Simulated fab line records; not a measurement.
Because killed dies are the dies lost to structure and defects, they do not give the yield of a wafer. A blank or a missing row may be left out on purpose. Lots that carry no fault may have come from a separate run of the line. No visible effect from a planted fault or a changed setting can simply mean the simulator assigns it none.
2 desks looking at one fault + flow sky130 + each desk has only its own numbers; what lay behind them comes last

## DESK OF THE TOOL OWNER: litho track-04
The tool's own readings at SKY_CONTACT_SOFTBAKE_10 (time 90 s): means of the sampled wafers that have a number, for each lot that ran on this tool. A lot is out of limits, marked OUT, if its mean lies more than 4 standard deviations from the usual mean; the brackets give that distance.
Columns: A = exhaust pa at SKY_CONTACT_SOFTBAKE_10, usual 45.1 Pa; B = heater power total W at SKY_CONTACT_SOFTBAKE_10, usual 57.37 W; C = plate temp C at SKY_CONTACT_SOFTBAKE_10, usual 100.01 C; D = run length s at SKY_CONTACT_SOFTBAKE_10, usual 119.07 s
| lot  | first seen here | A    | B               | C     | D               |
|------|-----------------|------|-----------------|-------|-----------------|
| L828 | day 30 19:00    | 45.7 | 57.47           | 99.96 | 118.83          |
| L834 | day 33 05:00    | 45.1 | 57.41           | 99.98 | 118.89          |
| L835 | day 33 11:00    | 45.0 | 57.33           | 99.97 | 118.96          |
| L836 | day 33 18:00    | 44.6 | 57.41           | 99.99 | 118.86          |
| L843 | day 35 21:00    | 45.5 | 62.03 (+39) OUT | -     | 99.72 (-77) OUT |
| L846 | day 36 16:00    | 45.2 | 62.01 (+39) OUT | -     | 99.58 (-78) OUT |
This desk's finding: out of limits on L843, L846; first on L843, day 35 21:00 (heater power total W at SKY_CONTACT_SOFTBAKE_10). In limits: L828, L834, L835, L836.

## METROLOGY DESK
What the gauges read for every lot (on any tool): the sampled wafers with a number, averaged. A lot is out of limits, marked OUT, if its mean lies more than 4 standard deviations from the usual mean; the brackets give that distance.
Columns: A = cd nm at SKY_CONTACT_CD_MEAS_14, usual 169.6 nm
| lot  | first seen here | A     |
|------|-----------------|-------|
| L828 | day 31 09:46    | 171.5 |
| L831 | day 32 15:19    | 171.8 |
| L833 | day 33 07:51    | 170.9 |
| L834 | day 33 18:43    | 169.4 |
| L835 | day 34 01:28    | 170.5 |
| L836 | day 34 06:47    | 171.0 |
| L837 | day 34 19:41    | 170.2 |
| L843 | day 36 10:38    | 168.4 |
| L846 | day 37 05:52    | 169.5 |
| L849 | day 38 03:16    | 169.7 |
| L848 | day 38 12:56    | 166.1 |
| L850 | day 38 18:44    | 168.8 |
| L851 | day 38 22:46    | 171.1 |
This desk found nothing out of limits on any of the 13 lots.

## ALL TOGETHER
The tool owner's desk could have raised an alarm at day 35 21:00, on L843, L846.
The metrology desk saw nothing out of limits.
The metrology desk holds a record of L843, L846, inside its limits.
Of the lots named, all ran SKY_CONTACT_SOFTBAKE_10 on litho track-04.

## WHAT THE SIMULATOR PUT IN
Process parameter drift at SKY_CONTACT_SOFTBAKE_10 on litho track-04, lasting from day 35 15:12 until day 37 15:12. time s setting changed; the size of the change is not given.
Shown lots that were struck: L843, L846.
How many hours passed from the start of the fault until each desk's first out-of-limits reading: the tool owner's desk, 6.
